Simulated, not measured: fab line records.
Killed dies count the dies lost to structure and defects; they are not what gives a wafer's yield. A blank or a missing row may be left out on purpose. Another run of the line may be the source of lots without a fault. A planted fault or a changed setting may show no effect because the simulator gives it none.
Matching of chambers | flow sky130 | SKY_LI_CONTACT_ETCH_14 on rie diel-01 has 4 sister chambers
The step etches BARC in N2/H2, stops on SiO2, time 44.54 s, target depth 60 nm. 14 wafers are shown with their chamber, then 7 later ones without.

== WAFERS WITH THEIR CHAMBER ==
wafer  | chamber | drypump motor current A (A) | throttle valve pct (%) | bias w (W)
L078.3 | 2       | 5.5                         | 13.210                 | 100.1
L078.5 | 0       | 6.2                         | 13.237                 | 99.9
L078.6 | 1       | 5.2                         | 13.237                 | 99.9
L079.1 | 3       | 4.8                         | 13.228                 | 99.5
L079.3 | 2       | 5.5                         | 13.233                 | 99.9
L079.5 | 2       | 5.5                         | 13.222                 | 99.7
L085.2 | 3       | 4.9                         | 13.221                 | 99.4
L085.5 | 1       | 5.2                         | 13.217                 | 99.5
L085.6 | 2       | 5.5                         | 13.219                 | 100.2
L087.1 | 3       | 4.8                         | 13.223                 | 100.4
L087.2 | 0       | 6.2                         | 13.239                 | 100.1
L087.6 | 1       | 5.2                         | 13.222                 | 100.3
L091.3 | 3       | 4.8                         | 13.246                 | 99.5
L091.5 | 0       | 6.3                         | 13.228                 | 100.5

SIGNATURES (averages over the wafers above)
reading                 | chamber 0 | chamber 1 | chamber 2 | chamber 3 | scatter within a chamber
drypump motor current A | 6.233     | 5.200     | 5.500     | 4.825     | 0.0376
throttle valve pct      | 13.23467  | 13.22533  | 13.22100  | 13.22950  | 0.00972
bias w                  | 100.167   | 99.900    | 99.975    | 99.700    | 0.363
Rule: a wafer's distance from a chamber is the root of the sum, over the readings, of the square of ((its reading less the chamber's mean) divided by the reading's scatter). If the next closest chamber is less than 2 further off than the closest, the wafer can't be placed; otherwise it belongs to the closest. How the scatter is found: for the shown wafers, subtract from each reading the mean of its chamber, square and add these, divide the total by (wafers less chambers), then take the root.

== WAFERS WITH NO CHAMBER GIVEN ==
wafer  | drypump motor current A (A) | throttle valve pct (%) | bias w (W)
L091.6 | 5.2                         | 13.217                 | 100.0
L094.2 | 5.5                         | 13.223                 | 99.9
L094.4 | 4.9                         | 13.230                 | 99.3
L094.6 | 5.2                         | 13.224                 | 99.9
L096.1 | 5.5                         | 13.226                 | 99.8
L096.2 | 4.9                         | 13.210                 | 99.7
L096.4 | 4.9                         | 13.218                 | 100.0

== CHAMBER TAKEN BY EACH ==
wafer  | from the rows above | in truth
L091.6 | 1                   | 1
L094.2 | 2                   | 2
L094.4 | 3                   | 3
L094.6 | 1                   | 1
L096.1 | 2                   | 2
L096.2 | 3                   | 3
L096.4 | 3                   | 3
Correctly placed: 7 of 7. From these rows, 0 cannot be placed. Wrongly placed: 0.
